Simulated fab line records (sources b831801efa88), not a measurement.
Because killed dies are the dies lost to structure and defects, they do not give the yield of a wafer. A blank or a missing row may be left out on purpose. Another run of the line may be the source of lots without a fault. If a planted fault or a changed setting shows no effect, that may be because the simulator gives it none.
Which of the tools did it? :: flow sky130 :: Sampling: 24 lots, 72 wafers, 6 of 708 route steps

== WHAT THE GAUGES READ, wafer by wafer ==
SKY_SONOS_ONO_THK_MEAS_05.
lot: L074
measured: day 11 10:53
on: film-metro-02
SONOS_ONO_CVD_04_THK (nm): 5.61 5.74 5.68

lot: L075
measured: day 11 19:24
on: film-metro-01
SONOS_ONO_CVD_04_THK (nm): 5.74 5.81 5.91

lot: L076
measured: day 12 06:08
on: film-metro-04
SONOS_ONO_CVD_04_THK (nm): 5.93 5.89 5.87

lot: L077
measured: day 12 18:55
on: film-metro-01
SONOS_ONO_CVD_04_THK (nm): 5.86 5.80 5.85

lot: L078
measured: day 13 04:26
on: film-metro-02
SONOS_ONO_CVD_04_THK (nm): 5.82 5.81 5.79

lot: L079
measured: day 13 06:50
on: film-metro-01
SONOS_ONO_CVD_04_THK (nm): 5.73 5.60 5.65

lot: L080
measured: day 13 15:40
on: film-metro-02
SONOS_ONO_CVD_04_THK (nm): 5.79 5.72 5.70

lot: L081
measured: day 13 23:22
on: film-metro-02
SONOS_ONO_CVD_04_THK (nm): 5.81 5.71 5.75

lot: L082
measured: day 14 07:41
on: film-metro-02
SONOS_ONO_CVD_04_THK (nm): 5.67 5.56 5.69

lot: L083
measured: day 14 18:38
on: film-metro-02
SONOS_ONO_CVD_04_THK (nm): 5.80 5.94 5.91

lot: L084
measured: day 14 18:38
on: film-metro-01
SONOS_ONO_CVD_04_THK (nm): 5.76 5.83 5.95

lot: L085
measured: day 15 05:16
on: film-metro-02
SONOS_ONO_CVD_04_THK (nm): 5.75 5.55 5.55

lot: L086
measured: day 16 04:19
on: film-metro-02
SONOS_ONO_CVD_04_THK (nm): 5.88 5.96 5.84

lot: L087
measured: day 16 07:35
on: film-metro-02
SONOS_ONO_CVD_04_THK (nm): 5.66 5.63 5.57

lot: L089
measured: day 16 18:23
on: film-metro-04
SONOS_ONO_CVD_04_THK (nm): 5.76 5.86 5.87

lot: L088
measured: day 16 18:23
on: film-metro-01
SONOS_ONO_CVD_04_THK (nm): 5.82 5.84 5.81

lot: L090
measured: day 16 22:58
on: film-metro-01
SONOS_ONO_CVD_04_THK (nm): 5.68 5.63 5.66

lot: L091
measured: day 17 05:26
on: film-metro-02
SONOS_ONO_CVD_04_THK (nm): 5.77 5.74 5.69

lot: L092
measured: day 17 18:31
on: film-metro-04
SONOS_ONO_CVD_04_THK (nm): 5.74 5.69 5.80

lot: L093
measured: day 17 22:52
on: film-metro-01
SONOS_ONO_CVD_04_THK (nm): 5.70 5.78 5.75

lot: L094
measured: day 18 09:40
on: film-metro-04
SONOS_ONO_CVD_04_THK (nm): 5.81 5.84 5.67

lot: L095
measured: day 18 15:35
on: film-metro-04
SONOS_ONO_CVD_04_THK (nm): 5.65 5.54 5.54

lot: L096
measured: day 19 01:38
on: film-metro-02
SONOS_ONO_CVD_04_THK (nm): 5.80 5.80 5.61

lot: L097
measured: day 19 05:14
on: film-metro-02
SONOS_ONO_CVD_04_THK (nm): 5.75 5.68 5.77

SKY_POLY_GATE_CD_MEAS_13: the cd target is 150 nm.
lot: L074
measured: day 16 05:30
on: cd-sem-02
cd-nm (nm): 151.9 150.7 151.2

lot: L075
measured: day 16 13:34
on: cd-sem-01
cd-nm (nm): 150.1 149.8 149.6

lot: L076
measured: day 17 00:01
on: cd-sem-02
cd-nm (nm): 150.1 149.7 149.2

lot: L077
measured: day 17 15:38
on: cd-sem-01
cd-nm (nm): 151.0 150.7 149.7

lot: L078
measured: day 18 02:31
on: cd-sem-01
cd-nm (nm): 151.3 150.8 150.8

lot: L079
measured: day 18 05:02
on: cd-sem-02
cd-nm (nm): 151.7 151.9 152.8

lot: L080
measured: day 18 16:46
on: cd-sem-02
cd-nm (nm): 150.7 151.0 149.7

lot: L081
measured: day 19 05:26
on: cd-sem-01
cd-nm (nm): 148.2 148.5 148.2

lot: L082
measured: day 19 10:13
on: cd-sem-01
cd-nm (nm): 152.2 151.8 151.9

lot: L083
measured: day 20 01:34
on: cd-sem-01
cd-nm (nm): 151.5 151.2 151.2

lot: L084
measured: day 20 00:20
on: cd-sem-01
cd-nm (nm): 149.0 146.9 148.4

lot: L085
measured: day 20 12:11
on: cd-sem-02
cd-nm (nm): 150.0 152.2 150.5

lot: L086
measured: day 21 11:11
on: cd-sem-02
cd-nm (nm): 150.6 149.8 150.2

lot: L087
measured: day 21 16:56
on: cd-sem-02
cd-nm (nm): 149.5 149.6 150.0

lot: L089
measured: day 22 02:10
on: cd-sem-01
cd-nm (nm): 149.1 149.4 149.6

lot: L088
measured: day 22 03:44
on: cd-sem-02
cd-nm (nm): 150.7 150.4 150.0

lot: L090
measured: day 22 11:04
on: cd-sem-01
cd-nm (nm): 149.2 148.0 148.6

lot: L091
measured: day 22 13:58
on: cd-sem-02
cd-nm (nm): 152.2 152.1 152.8

lot: L092
measured: day 23 05:03
on: cd-sem-02
cd-nm (nm): 148.5 148.1 149.8

lot: L093
measured: day 23 07:41
on: cd-sem-01
cd-nm (nm): 153.6 152.1 152.8

lot: L094
measured: day 23 20:58
on: cd-sem-01
cd-nm (nm): 149.6 148.5 149.9

lot: L095
measured: day 23 23:22
on: cd-sem-01
cd-nm (nm): 148.7 149.8 147.9

lot: L096
measured: day 24 11:40
on: cd-sem-02
cd-nm (nm): 150.6 150.9 149.5

lot: L097
measured: day 24 14:13
on: cd-sem-02
cd-nm (nm): 151.3 149.7 149.9

SKY_METAL1_RS_MEAS_05: the measuring method here is four-point-probe.
lot: L074
measured: day 31 13:45
on: film-metro-04
METAL1_ALCU_RS (ohm/sq): 0.1239 0.1244 0.1266

lot: L075
measured: day 31 21:41
on: film-metro-04
METAL1_ALCU_RS (ohm/sq): 0.1270 0.1279 0.1279

lot: L076
measured: day 32 08:13
on: film-metro-03
METAL1_ALCU_RS (ohm/sq): 0.1264 0.1264 0.1267

lot: L077
measured: day 32 20:52
on: film-metro-03
METAL1_ALCU_RS (ohm/sq): 0.1244 0.1260 0.1253

lot: L078
measured: day 33 11:41
on: film-metro-02
METAL1_ALCU_RS (ohm/sq): 0.1269 0.1272 0.1265

lot: L079
measured: day 33 12:48
on: film-metro-03
METAL1_ALCU_RS (ohm/sq): 0.1276 0.1281 0.1272

lot: L080
measured: day 33 19:38
on: film-metro-02
METAL1_ALCU_RS (ohm/sq): 0.1262 0.1240 0.1250

lot: L081
measured: day 34 03:12
on: film-metro-03
METAL1_ALCU_RS (ohm/sq): 0.1286 0.1291 0.1292

lot: L082
measured: day 34 11:08
on: film-metro-02
METAL1_ALCU_RS (ohm/sq): 0.1245 0.1255 0.1278

lot: L083
measured: day 35 01:28
on: film-metro-03
METAL1_ALCU_RS (ohm/sq): 0.1259 0.1273 0.1242

lot: L084
measured: day 35 01:54
on: film-metro-03
METAL1_ALCU_RS (ohm/sq): 0.1274 0.1264 0.1264

lot: L085
measured: day 35 10:53
on: film-metro-03
METAL1_ALCU_RS (ohm/sq): 0.1282 0.1293 0.1277

lot: L086
measured: day 36 02:51
on: film-metro-02
METAL1_ALCU_RS (ohm/sq): 0.1276 0.1302 0.1280

lot: L087
measured: day 36 08:41
on: film-metro-04
METAL1_ALCU_RS (ohm/sq): 0.1261 0.1260 0.1262

lot: L089
measured: day 36 16:44
on: film-metro-02
METAL1_ALCU_RS (ohm/sq): 0.1268 0.1254 0.1256

lot: L088
measured: day 36 20:36
on: film-metro-02
METAL1_ALCU_RS (ohm/sq): 0.1285 0.1267 0.1264

lot: L090
measured: day 36 21:50
on: film-metro-04
METAL1_ALCU_RS (ohm/sq): 0.1261 0.1263 0.1243

lot: L091
measured: day 37 01:50
on: film-metro-02
METAL1_ALCU_RS (ohm/sq): 0.1285 0.1274 0.1275

lot: L092
measured: day 37 17:23
on: film-metro-04
METAL1_ALCU_RS (ohm/sq): 0.1297 0.1296 0.1283

lot: L093
measured: day 37 19:40
on: film-metro-02
METAL1_ALCU_RS (ohm/sq): 0.1281 0.1276 0.1287

lot: L094
measured: day 38 09:11
on: film-metro-02
METAL1_ALCU_RS (ohm/sq): 0.1265 0.1263 0.1250

lot: L095
measured: day 38 12:07
on: film-metro-03
METAL1_ALCU_RS (ohm/sq): 0.1273 0.1263 0.1282

lot: L096
measured: day 38 17:25
on: film-metro-02
METAL1_ALCU_RS (ohm/sq): 0.1295 0.1275 0.1284

lot: L097
measured: day 38 20:17
on: film-metro-02
METAL1_ALCU_RS (ohm/sq): 0.1262 0.1279 0.1286

SKY_METAL2_RS_MEAS_05: the measuring method here is four-point-probe.
lot: L074
measured: day 33 23:32
on: film-metro-03
METAL2_ALCU_RS (ohm/sq): 0.1241 0.1244 0.1263

lot: L075
measured: day 34 07:01
on: film-metro-02
METAL2_ALCU_RS (ohm/sq): 0.1252 0.1281 0.1246

lot: L076
measured: day 34 15:38
on: film-metro-02
METAL2_ALCU_RS (ohm/sq): 0.1288 0.1274 0.1273

lot: L077
measured: day 35 04:43
on: film-metro-01
METAL2_ALCU_RS (ohm/sq): 0.1284 0.1287 0.1275

lot: L078
measured: day 35 19:22
on: film-metro-02
METAL2_ALCU_RS (ohm/sq): 0.1293 0.1278 0.1301

lot: L079
measured: day 35 20:26
on: film-metro-02
METAL2_ALCU_RS (ohm/sq): 0.1280 0.1262 0.1279

lot: L080
measured: day 36 04:19
on: film-metro-02
METAL2_ALCU_RS (ohm/sq): 0.1256 0.1254 0.1259

lot: L081
measured: day 36 11:25
on: film-metro-02
METAL2_ALCU_RS (ohm/sq): 0.1263 0.1264 0.1283

lot: L082
measured: day 36 19:37
on: film-metro-02
METAL2_ALCU_RS (ohm/sq): 0.1274 0.1286 0.1278

lot: L083
measured: day 37 09:06
on: film-metro-02
METAL2_ALCU_RS (ohm/sq): 0.1272 0.1296 0.1272

lot: L084
measured: day 37 09:26
on: film-metro-03
METAL2_ALCU_RS (ohm/sq): 0.1281 0.1297 0.1285

lot: L085
measured: day 37 18:07
on: film-metro-01
METAL2_ALCU_RS (ohm/sq): 0.1245 0.1238 0.1243

lot: L086
measured: day 38 09:53
on: film-metro-01
METAL2_ALCU_RS (ohm/sq): 0.1247 0.1248 0.1262

lot: L087
measured: day 38 15:09
on: film-metro-02
METAL2_ALCU_RS (ohm/sq): 0.1254 0.1266 0.1276

lot: L089
measured: day 38 22:44
on: film-metro-02
METAL2_ALCU_RS (ohm/sq): 0.1275 0.1258 0.1272

lot: L088
measured: day 39 03:43
on: film-metro-01
METAL2_ALCU_RS (ohm/sq): 0.1246 0.1271 0.1274

lot: L090
measured: day 39 04:00
on: film-metro-03
METAL2_ALCU_RS (ohm/sq): 0.1259 0.1272 0.1272

lot: L091
measured: day 39 08:09
on: film-metro-02
METAL2_ALCU_RS (ohm/sq): 0.1254 0.1283 0.1260

lot: L092
measured: day 39 23:13
on: film-metro-01
METAL2_ALCU_RS (ohm/sq): 0.1257 0.1257 0.1265

lot: L093
measured: day 40 02:45
on: film-metro-03
METAL2_ALCU_RS (ohm/sq): 0.1259 0.1270 0.1282

lot: L094
measured: day 40 13:41
on: film-metro-02
METAL2_ALCU_RS (ohm/sq): 0.1268 0.1272 0.1253

lot: L095
measured: day 40 17:46
on: film-metro-03
METAL2_ALCU_RS (ohm/sq): 0.1277 0.1284 0.1283

lot: L096
measured: day 40 23:00
on: film-metro-02
METAL2_ALCU_RS (ohm/sq): 0.1279 0.1277 0.1272

lot: L097
measured: day 41 00:38
on: film-metro-03
METAL2_ALCU_RS (ohm/sq): 0.1270 0.1246 0.1252

== WHICH TOOL RAN EACH LOT (tool, then ch and the chambers of the sampled wafers, then the start) ==
lot: L074
SKY_METAL1_SPUTTER_00: pvd-sputter-04, day 31 13:34
SKY_VIA1_CMP_24: cmp-02 ch 1,2, day 33 23:07

lot: L075
SKY_METAL1_SPUTTER_00: pvd-sputter-01, day 31 21:32
SKY_VIA1_CMP_24: cmp-01 ch 0,1,2, day 34 06:35

lot: L076
SKY_METAL1_SPUTTER_00: pvd-sputter-01, day 32 08:04
SKY_VIA1_CMP_24: cmp-01 ch 1,2, day 34 15:12

lot: L077
SKY_METAL1_SPUTTER_00: pvd-sputter-04, day 32 20:42
SKY_VIA1_CMP_24: cmp-01 ch 0,2,3, day 35 04:24

lot: L078
SKY_METAL1_SPUTTER_00: pvd-sputter-02, day 33 11:31
SKY_VIA1_CMP_24: cmp-02 ch 0,2,3, day 35 18:59

lot: L079
SKY_METAL1_SPUTTER_00: pvd-sputter-04, day 33 12:38
SKY_VIA1_CMP_24: cmp-02 ch 1,2,3, day 35 20:02

lot: L080
SKY_METAL1_SPUTTER_00: pvd-sputter-01, day 33 19:27
SKY_VIA1_CMP_24: cmp-01 ch 1,2, day 36 03:50

lot: L081
SKY_METAL1_SPUTTER_00: pvd-sputter-01, day 34 03:02
SKY_VIA1_CMP_24: cmp-02 ch 1,3, day 36 10:58

lot: L082
SKY_METAL1_SPUTTER_00: pvd-sputter-04, day 34 10:57
SKY_VIA1_CMP_24: cmp-02 ch 0,2,3, day 36 19:16

lot: L083
SKY_METAL1_SPUTTER_00: pvd-sputter-02, day 35 01:20
SKY_VIA1_CMP_24: cmp-02 ch 0,1,2, day 37 08:40

lot: L084
SKY_METAL1_SPUTTER_00: pvd-sputter-04, day 35 01:44
SKY_VIA1_CMP_24: cmp-02 ch 1,2,3, day 37 09:05

lot: L085
SKY_METAL1_SPUTTER_00: pvd-sputter-04, day 35 10:43
SKY_VIA1_CMP_24: cmp-01 ch 1,2,3, day 37 17:39

lot: L086
SKY_METAL1_SPUTTER_00: pvd-sputter-01, day 36 02:39
SKY_VIA1_CMP_24: cmp-01 ch 0,1,2, day 38 09:32

lot: L087
SKY_METAL1_SPUTTER_00: pvd-sputter-01, day 36 08:31
SKY_VIA1_CMP_24: cmp-02 ch 0,1,2, day 38 14:47

lot: L089
SKY_METAL1_SPUTTER_00: pvd-sputter-01, day 36 16:36
SKY_VIA1_CMP_24: cmp-02 ch 0,2,3, day 38 22:17

lot: L088
SKY_METAL1_SPUTTER_00: pvd-sputter-04, day 36 20:26
SKY_VIA1_CMP_24: cmp-02 ch 1,2, day 39 03:19

lot: L090
SKY_METAL1_SPUTTER_00: pvd-sputter-02, day 36 21:41
SKY_VIA1_CMP_24: cmp-02 ch 1,2,3, day 39 03:34

lot: L091
SKY_METAL1_SPUTTER_00: pvd-sputter-02, day 37 01:41
SKY_VIA1_CMP_24: cmp-02 ch 0,2,3, day 39 07:43

lot: L092
SKY_METAL1_SPUTTER_00: pvd-sputter-04, day 37 17:13
SKY_VIA1_CMP_24: cmp-02 ch 2,3, day 39 22:46

lot: L093
SKY_METAL1_SPUTTER_00: pvd-sputter-04, day 37 19:30
SKY_VIA1_CMP_24: cmp-02 ch 0,3, day 40 02:20

lot: L094
SKY_METAL1_SPUTTER_00: pvd-sputter-04, day 38 08:59
SKY_VIA1_CMP_24: cmp-01 ch 0,1, day 40 13:14

lot: L095
SKY_METAL1_SPUTTER_00: pvd-sputter-01, day 38 11:59
SKY_VIA1_CMP_24: cmp-02 ch 0,1,2, day 40 17:19

lot: L096
SKY_METAL1_SPUTTER_00: pvd-sputter-02, day 38 17:17
SKY_VIA1_CMP_24: cmp-02 ch 0,2,3, day 40 22:43

lot: L097
SKY_METAL1_SPUTTER_00: pvd-sputter-04, day 38 20:08
SKY_VIA1_CMP_24: cmp-02 ch 1,2,3, day 41 00:11
- SKY_METAL1_SPUTTER_00: material Ti, target thk 15 nm, time 10 s.
- SKY_VIA1_CMP_24: polishes, stops on SiO2, t overpolish 15 s, target thk 0 nm.

== AS READ BY THE TOOLS THEMSELVES (means over the sampled wafers that have a number; for cases with no such wafer, the mark the record gives instead) ==
SKY_METAL1_SPUTTER_00.
lot: L074
tool: pvd-sputter-04
chamber-pressure-pa (Pa): 0.4001
throttle-valve-pct (%): 29.6

lot: L075
tool: pvd-sputter-01
chamber-pressure-pa (Pa): 0.3997
throttle-valve-pct (%): 30.1

lot: L076
tool: pvd-sputter-01
chamber-pressure-pa (Pa): 0.4005
throttle-valve-pct (%): 29.9

lot: L077
tool: pvd-sputter-04
chamber-pressure-pa (Pa): 0.3999
throttle-valve-pct (%): 30.2

lot: L078
tool: pvd-sputter-02
chamber-pressure-pa (Pa): 0.4006
throttle-valve-pct (%): 29.2

lot: L079
tool: pvd-sputter-04
chamber-pressure-pa (Pa): 0.3999
throttle-valve-pct (%): 30.1

lot: L080
tool: pvd-sputter-01
chamber-pressure-pa (Pa): 0.4000
throttle-valve-pct (%): 30.5

lot: L081
tool: pvd-sputter-01
chamber-pressure-pa (Pa): 0.4002
throttle-valve-pct (%): 30.3

lot: L082
tool: pvd-sputter-04
chamber-pressure-pa (Pa): 0.4001
throttle-valve-pct (%): 29.7

lot: L083
tool: pvd-sputter-02
chamber-pressure-pa (Pa): 0.3997
throttle-valve-pct (%): 28.8

lot: L084
tool: pvd-sputter-04
chamber-pressure-pa (Pa): 0.4007
throttle-valve-pct (%): 29.6

lot: L085
tool: pvd-sputter-04
chamber-pressure-pa (Pa): 0.4003
throttle-valve-pct (%): 29.7

lot: L086
tool: pvd-sputter-01
chamber-pressure-pa (Pa): 0.3994
throttle-valve-pct (%): 30.9

lot: L087
tool: pvd-sputter-01
chamber-pressure-pa (Pa): 0.4000
throttle-valve-pct (%): 30.5

lot: L089
tool: pvd-sputter-01
chamber-pressure-pa (Pa): 0.3996
throttle-valve-pct (%): 30.1

lot: L088
tool: pvd-sputter-04
chamber-pressure-pa (Pa): 0.3999
throttle-valve-pct (%): 29.9

lot: L090
tool: pvd-sputter-02
chamber-pressure-pa (Pa): 0.3996
throttle-valve-pct (%): 28.6

lot: L091
tool: pvd-sputter-02
chamber-pressure-pa (Pa): 0.4003
throttle-valve-pct (%): 28.7

lot: L092
tool: pvd-sputter-04
chamber-pressure-pa (Pa): 0.4000
throttle-valve-pct (%): 29.6

lot: L093
tool: pvd-sputter-04
chamber-pressure-pa (Pa): 0.3994
throttle-valve-pct (%): 29.6

lot: L094
tool: pvd-sputter-04
chamber-pressure-pa (Pa): 0.4000
throttle-valve-pct (%): 29.8

lot: L095
tool: pvd-sputter-01
chamber-pressure-pa (Pa): 0.4004
throttle-valve-pct (%): 31.0

lot: L096
tool: pvd-sputter-02
chamber-pressure-pa (Pa): 0.3999
throttle-valve-pct (%): 28.7

lot: L097
tool: pvd-sputter-04
chamber-pressure-pa (Pa): 0.4001
throttle-valve-pct (%): 29.9

SKY_VIA1_CMP_24.
lot: L074
tool: cmp-02
motor-current-A (A): 12.2
overpolish-run-s (s): 14.994
time-to-endpoint-s (s): 66

lot: L075
tool: cmp-01
motor-current-A (A): 10.3
overpolish-run-s (s): 14.989
time-to-endpoint-s (s): 66

lot: L076
tool: cmp-01
motor-current-A (A): 11.1
overpolish-run-s (s): 14.991
time-to-endpoint-s (s): 68

lot: L077
tool: cmp-01
motor-current-A (A): 10.6
overpolish-run-s (s): 15.006
time-to-endpoint-s (s): 65

lot: L078
tool: cmp-02
motor-current-A (A): 11.0
overpolish-run-s (s): 14.997
time-to-endpoint-s (s): 64

lot: L079
tool: cmp-02
motor-current-A (A): 11.3
overpolish-run-s (s): 15.006
time-to-endpoint-s (s): 60

lot: L080
tool: cmp-01
motor-current-A (A): 10.6
overpolish-run-s (s): 15.009
time-to-endpoint-s (s): 72

lot: L081
tool: cmp-02
motor-current-A (A): 12.3
overpolish-run-s (s): 14.993
time-to-endpoint-s (s): 64

lot: L082
tool: cmp-02
motor-current-A (A): 11.3
overpolish-run-s (s): 14.996
time-to-endpoint-s (s): 62

lot: L083
tool: cmp-02
motor-current-A (A): 11.5
overpolish-run-s (s): 15.000
time-to-endpoint-s (s): 63

lot: L084
tool: cmp-02
motor-current-A (A): 11.7
overpolish-run-s (s): 14.998
time-to-endpoint-s (s): 59

lot: L085
tool: cmp-01
motor-current-A (A): 10.9
overpolish-run-s (s): 14.993
time-to-endpoint-s (s): 67

lot: L086
tool: cmp-01
motor-current-A (A): 10.4
overpolish-run-s (s): 15.002
time-to-endpoint-s (s): 69

lot: L087
tool: cmp-02
motor-current-A (A): 11.6
overpolish-run-s (s): 15.007
time-to-endpoint-s (s): 63

lot: L089
tool: cmp-02
motor-current-A (A): 10.8
overpolish-run-s (s): 14.998
time-to-endpoint-s (s): 60

lot: L088
tool: cmp-02
motor-current-A (A): 12.4
overpolish-run-s (s): 15.005
time-to-endpoint-s (s): 59

lot: L090
tool: cmp-02
motor-current-A (A): 11.7
overpolish-run-s (s): 15.000
time-to-endpoint-s (s): 62

lot: L091
tool: cmp-02
motor-current-A (A): 10.8
overpolish-run-s (s): 14.998
time-to-endpoint-s (s): 61

lot: L092
tool: cmp-02
motor-current-A (A): 11.5
overpolish-run-s (s): 14.996
time-to-endpoint-s (s): 64

lot: L093
tool: cmp-02
motor-current-A (A): 10.5
overpolish-run-s (s): 14.999
time-to-endpoint-s (s): 64

lot: L094
tool: cmp-01
motor-current-A (A): 11.2
overpolish-run-s (s): 15.004
time-to-endpoint-s (s): 69

lot: L095
tool: cmp-02
motor-current-A (A): 11.9
overpolish-run-s (s): 14.996
time-to-endpoint-s (s): 62

lot: L096
tool: cmp-02
motor-current-A (A): 11.0
overpolish-run-s (s): 14.992
time-to-endpoint-s (s): 63

lot: L097
tool: cmp-02
motor-current-A (A): 11.7
overpolish-run-s (s): 15.004
time-to-endpoint-s (s): 64

== THE ANSWER, worked out from the rows above alone ==
Rule: the usual values come from the lots themselves. Put in order of their means at a reading, lots are off if they are a third of the lots or fewer, leave a main group of 4 or more, and stand apart from it by a gap of 3 or more times the standard deviation of the main group's means; of several such gaps the widest counts. If all means in a main group match to the digits the tables above print for the reading, that group is not used. A lot without any number at a reading at which 4 lots or more have one is off too. Any other lot the step has rows for is counted as sound. The gauges are gone through in route order, then the tools' own readings, and for those a lot's mean is taken as printed above. At the first step where some lot is off, the reading lying furthest off is the one used; lots without a number count as furthest.
No lot is off at any reading shown: from this, nothing can be told.

== WHAT THE SIMULATOR HAD PUT IN ==
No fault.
